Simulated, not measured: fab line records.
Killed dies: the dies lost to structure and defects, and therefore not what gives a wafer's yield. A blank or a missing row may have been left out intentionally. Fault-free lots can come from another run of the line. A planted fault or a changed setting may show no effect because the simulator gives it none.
A struck lot beside a sound one | flow sky130 | 15 steps out of a route of 708
Sound: wafers L490.1, L490.4, L490.6. Wafers L501.4, L501.5, L501.6 were the ones struck. At the end, the cause is stated.
For every step that has rows: the tool of each side, followed by ch and its chambers, followed by its first start. Under that, the readings that differ: sound wafers | struck wafers | difference of the means | sigmas: that difference in standard deviations of wafers without a fault.
alike: same words and numbers on both sides, and readings whose means sit less than 2 such deviations apart. not compared: any withheld reading, any reading some wafer has no value for, any bound like >300 that may hide the same value, and any number with overlapping values for which the record gives no deviation.
The two part at a step that has a row with sigmas, a row that says differs or no value, or rows on one side only. When numbers do not overlap yet have no deviation, they are printed without sigmas and do not part them. Lack of a reading on every wafer of one side parts them only where that side has two or more wafers.

SKY_SONOS_ONO_OVL_MEAS_14:
  sound: overlay-02 at day 13 15:41; struck: overlay-01 at day 18 04:23
  alike: SONOS_ONO_OVL
SKY_SONOS_ONO_ETCH_15: etches the open film in CHF3/O2, target depth 19.52 nm, time 7.8 s.
  sound on rie diel-01 ch 1,3, day 13 15:43; struck on rie diel-01 ch 1,2, day 18 04:25
  alike: chamber pressure mTorr, drypump motor current A, oes product au, throttle valve pct
  not compared: rf hours counter h
then, 1 step without rows for these wafers: SKY_SONOS_ONO_WET_ETCH_16 (etches SiO2 in dHF, target depth 14 nm, time 280 s).
SKY_SONOS_ONO_STRIP_17: strips in O2/N2.
  sound on plasma asher-01 ch 0, day 13 15:49; struck on plasma asher-03 ch 0,1, day 18 04:33
  alike: chamber pressure mTorr, drypump motor current A, oes product au, strip time to endpoint s
  not compared: rf hours counter h
then, 3 steps without rows for these wafers: SKY_SONOS_ONO_WET_ETCH_18 (etches Si3N4 in H3PO4, target depth 15 nm, time 172 s); SKY_GATE_OXIDE_CLEAN_00 (cleans in SC1/SC2, time 150 s); SKY_GATE_OXIDE_OXIDATION_01 (stabilise 600 s, purge 300 s, target thk 10.268 nm).
SKY_GATE_OXIDE_THK_MEAS_02:
  sound: film metro-03 at day 13 17:26; struck: film metro-03 at day 18 08:53
  alike: GATE_OXIDE_OXIDATION_00_THK
then, 4 steps without rows for these wafers: SKY_GATE_OXIDE_DEHYDRATE_03 (time 60 s); SKY_GATE_OXIDE_HMDS_04 (prime time 60 s); SKY_GATE_OXIDE_COAT_05 (resist thk 1140 nm); SKY_GATE_OXIDE_SOFTBAKE_06 (time 60 s).
SKY_GATE_OXIDE_EXPOSE_07: exposes mask LVOM, target cd 600 nm.
  sound on iline stepper-01 ch 0, day 14 07:23; struck on iline stepper-01 ch 0, day 18 23:32
  reading            | sound                | struck                        | difference | sigmas
  mask               | LVOM#0 LVOM#0 LVOM#0 | LVOM_R1#0 LVOM_R1#0 LVOM_R1#0 | differs    |
  reticle temp C (C) | 22.85 22.90 22.93    | 23.11 23.11 23.20             | +0.25      | +2
next, for these wafers, 1 step has no rows: SKY_GATE_OXIDE_PEB_08.
-- the record jumps here: 31 days lie between the struck wafers' starts before and after (it left off in module GATE_OXIDE and takes up again in module PAD_OPEN, whose first step shown is number 708 of the route) --
SKY_PAD_OPEN_PROBE_99:
  sound: prober-01 at day 47 02:41; struck: prober-01 at day 49 19:23
  alike: killed_at_M0_to_M3, killed_at_M4_up, killed at contacts, killed at front end, killed at other, killed dies, killed on rim, killed open, killed short

== WHERE THEY PART ==
Only at SKY_GATE_OXIDE_EXPOSE_07, within this record. Later steps at which nothing parts them and some readings are alike: SKY_PAD_OPEN_PROBE_99.

WHY: what the simulator had put in
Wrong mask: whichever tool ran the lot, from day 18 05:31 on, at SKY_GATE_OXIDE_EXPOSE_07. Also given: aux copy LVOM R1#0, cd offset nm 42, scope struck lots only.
